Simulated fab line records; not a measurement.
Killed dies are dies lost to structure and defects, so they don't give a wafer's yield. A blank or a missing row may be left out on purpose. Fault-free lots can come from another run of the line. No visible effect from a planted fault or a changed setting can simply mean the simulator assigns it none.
Matching of chambers | flow gf180mcu | GF_V5_CVD_02 on pecvd-04 has 3 sister chambers
The step deposits SiO2 from TEOS, target thk 1450 nm, time 163.28 s. 14 wafers are shown with their chamber, then 7 later ones without.

WAFERS, EACH WITH ITS CHAMBER
wafer  | chamber | heater-power-w (W)
L756.2 | 2       | 640
L756.4 | 0       | 635
L756.5 | 2       | 527
L759.1 | 2       | 590
L759.4 | 0       | 763
L759.5 | 2       | 645
L761.4 | 2       | 525
L761.5 | 0       | 776
L761.6 | 1       | 399
L762.1 | 0       | 692
L762.2 | 2       | 661
L762.6 | 1       | 409
L764.1 | 0       | 789
L764.4 | 2       | 601

SIGNATURES, as means of the wafers listed above
reading        | chamber 0 | chamber 1 | chamber 2 | scatter within a chamber
heater-power-w | 731.00    | 404.00    | 598.43    | 56.9
Rule: a wafer's distance from a chamber is the root of the sum, over the readings, of the square of ((its reading less the chamber's mean) divided by the reading's scatter). The wafer belongs to the nearest chamber; if the next one is less than 2 further off, it can't be placed. The scatter: take each reading less its chamber's mean, square it, sum over the shown wafers, divide by the number of wafers less the number of chambers, and take the root.

WAFERS WITHOUT THEIR CHAMBER
wafer  | heater-power-w (W)
L764.6 | 638
L768.2 | 731
L768.5 | 524
L768.6 | 400
L769.1 | 534
L769.2 | 760
L769.5 | 628

THE CHAMBER EACH PASSED THROUGH
wafer  | from the rows above     | in truth
L764.6 | can't be placed: 2 or 0 | 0
L768.2 | 0                       | 0
L768.5 | can't be placed: 2 or 1 | 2
L768.6 | 1                       | 1
L769.1 | can't be placed: 2 or 1 | 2
L769.2 | 0                       | 0
L769.5 | can't be placed: 2 or 0 | 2
Correctly placed: 3 of 7. From these rows, 4 cannot be placed; in 4 the true chamber is one of the candidates. Placed wrongly: 0.
